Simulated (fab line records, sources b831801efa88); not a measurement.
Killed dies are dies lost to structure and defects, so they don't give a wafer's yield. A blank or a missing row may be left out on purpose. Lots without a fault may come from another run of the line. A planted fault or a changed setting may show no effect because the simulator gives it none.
Which tool did it? | flow sky130 | 24 lots, 72 wafers sampled, at 6 steps of a route of 708

WHAT THE GAUGES READ, wafer by wafer
SKY_GATE_OXIDE_TW_MEAS_14.
lot  | measured     | on            | GATE_OXIDE_TW
L075 | day 13 16:40 | film_metro-04 | 227.0 227.1 227.1
L074 | day 13 21:01 | film_metro-02 | 227.0 226.4 226.6
L076 | day 14 15:38 | film_metro-04 | 226.6 227.4 225.7
L077 | day 14 15:59 | film_metro-02 | 226.1 225.6 225.7
L078 | day 15 05:47 | film_metro-04 | 227.9 228.1 228.1
L079 | day 15 11:51 | film_metro-01 | 223.9 225.5 226.1
L080 | day 15 16:09 | film_metro-04 | 227.0 228.4 227.8
L081 | day 16 02:04 | film_metro-01 | 225.9 225.9 226.5
L082 | day 16 05:46 | film_metro-01 | 225.7 225.7 224.8
L083 | day 17 01:34 | film_metro-01 | 224.7 225.7 227.0
L084 | day 17 06:31 | film_metro-04 | 228.7 228.5 228.4
L085 | day 17 17:22 | film_metro-02 | 226.3 225.7 225.0
L086 | day 18 00:33 | film_metro-02 | 224.5 225.4 224.6
L087 | day 18 05:46 | film_metro-02 | 224.4 225.4 225.3
L088 | day 18 16:05 | film_metro-01 | 224.7 224.9 225.8
L089 | day 18 22:44 | film_metro-02 | 225.2 225.3 226.2
L090 | day 19 08:53 | film_metro-01 | 226.0 227.2 225.5
L091 | day 19 16:40 | film_metro-04 | 227.5 226.2 226.9
L092 | day 20 01:23 | film_metro-01 | 224.3 224.2 226.2
L093 | day 20 06:55 | film_metro-01 | 224.5 224.9 224.5
L094 | day 21 03:08 | film_metro-04 | 227.1 227.1 226.9
L095 | day 21 21:50 | film_metro-01 | 225.1 226.7 226.7
L097 | day 22 08:33 | film_metro-01 | 224.8 224.6 224.2
L096 | day 22 10:12 | film_metro-02 | 224.8 224.6 225.0

SKY_CONTACT_OVL_MEAS_15.
lot  | measured     | on         | CONTACT_OVL (nm)
L075 | day 31 10:05 | overlay-01 | 2 1 -1
L074 | day 31 12:26 | overlay-02 | -10 -12 -6
L076 | day 32 00:01 | overlay-01 | 6 3 7
L077 | day 32 05:37 | overlay-02 | 0 -7 -8
L078 | day 32 21:34 | overlay-01 | 2 -3 -6
L079 | day 33 03:37 | overlay-01 | -1 0 0
L080 | day 33 08:37 | overlay-01 | -11 -5 -7
L081 | day 33 18:11 | overlay-02 | -3 -2 4
L082 | day 33 22:56 | overlay-02 | -8 -8 -6
L083 | day 34 08:58 | overlay-01 | -9 -8 -3
L084 | day 34 20:26 | overlay-01 | 7 14 7
L085 | day 35 04:34 | overlay-01 | 4 9 -4
L086 | day 35 08:26 | overlay-02 | 4 6 9
L087 | day 35 16:23 | overlay-01 | -2 -2 2
L088 | day 36 00:08 | overlay-02 | -13 -5 -5
L089 | day 36 00:28 | overlay-02 | 5 -2 0
L090 | day 36 12:29 | overlay-02 | 2 -10 -10
L091 | day 36 18:19 | overlay-02 | 6 -3 7
L092 | day 36 21:58 | overlay-01 | -2 3 1
L093 | day 37 01:56 | overlay-02 | 8 -7 -5
L094 | day 38 00:26 | overlay-02 | 1 1 -5
L095 | day 38 12:25 | overlay-01 | -8 -1 -4
L097 | day 38 19:44 | overlay-02 | -8 -3 -9
L096 | day 39 05:50 | overlay-01 | -1 -4 -3

SKY_CONTACT_THK_MEAS_26: measures by xrf.
lot  | measured     | on            | CONTACT_W_THK (nm)
L075 | day 31 11:12 | film_metro-04 | 337 334 336
L074 | day 31 13:29 | film_metro-04 | 332 331 332
L076 | day 32 01:04 | film_metro-04 | 338 349 337
L077 | day 32 06:40 | film_metro-04 | 331 337 336
L078 | day 32 23:02 | film_metro-04 | 330 336 330
L079 | day 33 04:44 | film_metro-03 | 327 330 326
L080 | day 33 09:41 | film_metro-04 | 335 333 338
L081 | day 33 19:14 | film_metro-02 | 331 330 333
L082 | day 33 23:59 | film_metro-04 | 328 335 339
L083 | day 34 10:02 | film_metro-02 | 346 336 336
L084 | day 34 21:30 | film_metro-02 | 362 356 340
L085 | day 35 05:38 | film_metro-04 | 335 337 333
L086 | day 35 09:31 | film_metro-04 | 337 335 330
L087 | day 35 17:27 | film_metro-02 | 332 336 341
L088 | day 36 01:13 | film_metro-02 | 332 326 325
L089 | day 36 01:36 | film_metro-04 | 335 337 337
L090 | day 36 13:33 | film_metro-03 | 332 327 326
L091 | day 36 19:22 | film_metro-03 | 332 323 328
L092 | day 36 23:01 | film_metro-02 | 328 330 336
L093 | day 37 02:59 | film_metro-04 | 347 341 350
L094 | day 38 01:29 | film_metro-04 | 342 338 340
L095 | day 38 13:31 | film_metro-03 | 330 339 327
L097 | day 38 20:47 | film_metro-02 | 332 342 335
L096 | day 39 06:53 | film_metro-02 | 331 332 334

SKY_METAL2_OVL_MEAS_16.
lot  | measured     | on         | METAL2_OVL (nm)
L075 | day 34 21:47 | overlay-01 | 7 -2 -4
L074 | day 35 01:32 | overlay-01 | 11 9 1
L076 | day 35 12:02 | overlay-02 | 9 -3 6
L077 | day 35 17:32 | overlay-01 | 0 0 0
L078 | day 36 10:02 | overlay-02 | 2 -5 6
L079 | day 36 14:05 | overlay-01 | -7 8 -6
L080 | day 36 18:59 | overlay-01 | 1 8 -6
L081 | day 37 05:17 | overlay-01 | 10 4 0
L082 | day 37 09:32 | overlay-02 | -6 6 -3
L083 | day 37 19:56 | overlay-02 | -14 -4 -7
L084 | day 38 07:11 | overlay-02 | 2 1 0
L085 | day 38 15:16 | overlay-02 | 4 -9 2
L086 | day 38 18:26 | overlay-02 | 5 0 5
L087 | day 39 02:20 | overlay-02 | 4 5 9
L088 | day 39 09:47 | overlay-01 | -4 8 -2
L089 | day 39 10:39 | overlay-02 | 0 5 -5
L090 | day 39 21:53 | overlay-02 | -7 6 3
L091 | day 40 03:16 | overlay-02 | 8 -2 -2
L092 | day 40 05:35 | overlay-01 | 1 6 0
L093 | day 40 10:26 | overlay-02 | -1 -2 6
L094 | day 41 08:23 | overlay-02 | 5 2 4
L095 | day 41 19:53 | overlay-01 | 2 -6 5
L097 | day 42 01:20 | overlay-02 | 6 4 0
L096 | day 42 11:13 | overlay-01 | -6 -9 9

WHICH TOOL RAN EACH LOT (tool, then ch and the chambers of the sampled wafers, then the start)
lot  | SKY_CONTACT_ETCH_17                | SKY_CONTACT_STRIP_19
L075 | rie_diel-01 ch 1,2,3, day 31 10:10 | plasma_asher-03 ch 0,1, day 31 10:15
L074 | rie_diel-01 ch 1,2, day 31 12:31   | plasma_asher-01 ch 0, day 31 12:36
L076 | rie_diel-01 ch 2,3, day 32 00:05   | plasma_asher-03 ch 0,1, day 32 00:11
L077 | rie_diel-01 ch 0,1,2, day 32 05:41 | plasma_asher-01 ch 0,1, day 32 05:47
L078 | rie_diel-01 ch 0,2,3, day 32 21:39 | plasma_asher-04 ch 0,1, day 32 21:44
L079 | rie_diel-01 ch 0,1,3, day 33 03:41 | plasma_asher-03 ch 0,1, day 33 03:47
L080 | rie_diel-04 ch 0,2,3, day 33 08:41 | plasma_asher-01 ch 0,1, day 33 08:47
L081 | rie_diel-04 ch 0,1,3, day 33 18:16 | plasma_asher-04 ch 0,1, day 33 18:21
L082 | rie_diel-04 ch 0,1, day 33 23:01   | plasma_asher-03 ch 0,1, day 33 23:06
L083 | rie_diel-04 ch 0,1,2, day 34 09:03 | plasma_asher-01 ch 0,1, day 34 09:08
L084 | rie_diel-02 ch 0,3, day 34 20:31   | plasma_asher-03 ch 0,1, day 34 20:38
L085 | rie_diel-04 ch 0,1,3, day 35 04:39 | plasma_asher-03 ch 0,1, day 35 04:44
L086 | rie_diel-01 ch 0,1, day 35 08:30   | plasma_asher-03 ch 0,1, day 35 08:37
L087 | rie_diel-04 ch 0,3, day 35 16:28   | plasma_asher-04 ch 0,1, day 35 16:33
L088 | rie_diel-02 ch 0,3, day 36 00:12   | plasma_asher-03 ch 0,1, day 36 00:17
L089 | rie_diel-04 ch 0,1,2, day 36 00:32 | plasma_asher-01 ch 0,1, day 36 00:38
L090 | rie_diel-01 ch 1,2, day 36 12:34   | plasma_asher-01 ch 1, day 36 12:39
L091 | rie_diel-04 ch 0,1,3, day 36 18:23 | plasma_asher-01 ch 0,1, day 36 18:29
L092 | rie_diel-04 ch 0,1,3, day 36 22:02 | plasma_asher-03 ch 0,1, day 36 22:08
L093 | rie_diel-01 ch 1,2, day 37 02:00   | plasma_asher-04 ch 0,1, day 37 02:07
L094 | rie_diel-02 ch 0,1,2, day 38 00:31 | plasma_asher-01 ch 0,1, day 38 00:36
L095 | rie_diel-01 ch 0,1,2, day 38 12:29 | plasma_asher-01 ch 0,1, day 38 12:35
L097 | rie_diel-04 ch 0,1, day 38 19:48   | plasma_asher-01 ch 0,1, day 38 19:53
L096 | rie_diel-02 ch 2,3, day 39 05:54   | plasma_asher-01 ch 0,1, day 39 06:01
- SKY_CONTACT_ETCH_17: etches SiO2 in C4F8/O2/Ar, stops on Si3N4, target depth 340 nm.
- SKY_CONTACT_STRIP_19: strips in O2/N2.

WHAT THE TOOLS THEMSELVES READ (means of the sampled wafers that have a number; where no wafer has one, the mark that the record gives instead)
SKY_CONTACT_ETCH_17.
lot  | tool        | oes_product_au (a.u.)
L075 | rie_diel-01 | 0.890
L074 | rie_diel-01 | 0.889
L076 | rie_diel-01 | 0.893
L077 | rie_diel-01 | 0.894
L078 | rie_diel-01 | 0.887
L079 | rie_diel-01 | 0.895
L080 | rie_diel-04 | 0.890
L081 | rie_diel-04 | 0.891
L082 | rie_diel-04 | 0.894
L083 | rie_diel-04 | 0.883
L084 | rie_diel-02 | 0.890
L085 | rie_diel-04 | 0.891
L086 | rie_diel-01 | 0.888
L087 | rie_diel-04 | 0.889
L088 | rie_diel-02 | 0.897
L089 | rie_diel-04 | 0.888
L090 | rie_diel-01 | 0.897
L091 | rie_diel-04 | 0.890
L092 | rie_diel-04 | 0.887
L093 | rie_diel-01 | 0.894
L094 | rie_diel-02 | 0.892
L095 | rie_diel-01 | 0.891
L097 | rie_diel-04 | 0.891
L096 | rie_diel-02 | 0.897

SKY_CONTACT_STRIP_19.
lot  | tool            | drypump_motor_current_A (A) | oes_product_au (a.u.) | strip_time_to_endpoint_s (s)
L075 | plasma_asher-03 | 5.81                        | 0.380                 | 3.61
L074 | plasma_asher-01 | 5.61                        | 0.379                 | 3.61
L076 | plasma_asher-03 | 6.05                        | 0.385                 | 3.59
L077 | plasma_asher-01 | 5.69                        | 0.382                 | 3.60
L078 | plasma_asher-04 | 5.94                        | 0.380                 | 3.60
L079 | plasma_asher-03 | 6.03                        | 0.379                 | 3.60
L080 | plasma_asher-01 | 5.69                        | 0.378                 | 3.61
L081 | plasma_asher-04 | 5.93                        | 0.383                 | 3.64
L082 | plasma_asher-03 | 5.83                        | 0.382                 | 3.65
L083 | plasma_asher-01 | 5.66                        | 0.379                 | 3.66
L084 | plasma_asher-03 | 5.82                        | 0.380                 | 3.60
L085 | plasma_asher-03 | 5.83                        | 0.380                 | 3.63
L086 | plasma_asher-03 | 5.84                        | 0.378                 | 3.61
L087 | plasma_asher-04 | 5.91                        | 0.378                 | 3.64
L088 | plasma_asher-03 | 6.05                        | 0.383                 | 3.65
L089 | plasma_asher-01 | 5.64                        | 0.379                 | 3.64
L090 | plasma_asher-01 | 5.72                        | 0.377                 | 3.56
L091 | plasma_asher-01 | 5.67                        | 0.382                 | 3.62
L092 | plasma_asher-03 | 5.84                        | 0.380                 | 3.63
L093 | plasma_asher-04 | 5.92                        | 0.381                 | 3.59
L094 | plasma_asher-01 | 5.69                        | 0.378                 | 3.66
L095 | plasma_asher-01 | 5.71                        | 0.379                 | 3.60
L097 | plasma_asher-01 | 5.69                        | 0.382                 | 3.67
L096 | plasma_asher-01 | 5.66                        | 0.384                 | 3.61

THE ANSWER, worked out from the rows above alone
Rule: what is usual is taken from the lots themselves. Put in order of their means at a reading, lots are off if they are a third of the lots or fewer, leave a main group of 4 or more, and stand apart from it by a gap of 3 or more times the standard deviation of the main group's means; of several such gaps the widest counts. A main group whose means are all the same, to the digits that the tables above print for the reading, isn't used. A lot without any number at a reading at which 4 lots or more have one is off too. The other lots that the step has rows for count as sound. The gauges are gone through in route order, then the tools' own readings, and for those a lot's mean is taken as printed above. The first step at which some lot is off is used, and at that step the reading that is off furthest; a lot without a number counts as furthest.
No lot is off at any reading shown: from this, nothing can be told.

WHAT THE SIMULATOR HAD PUT IN
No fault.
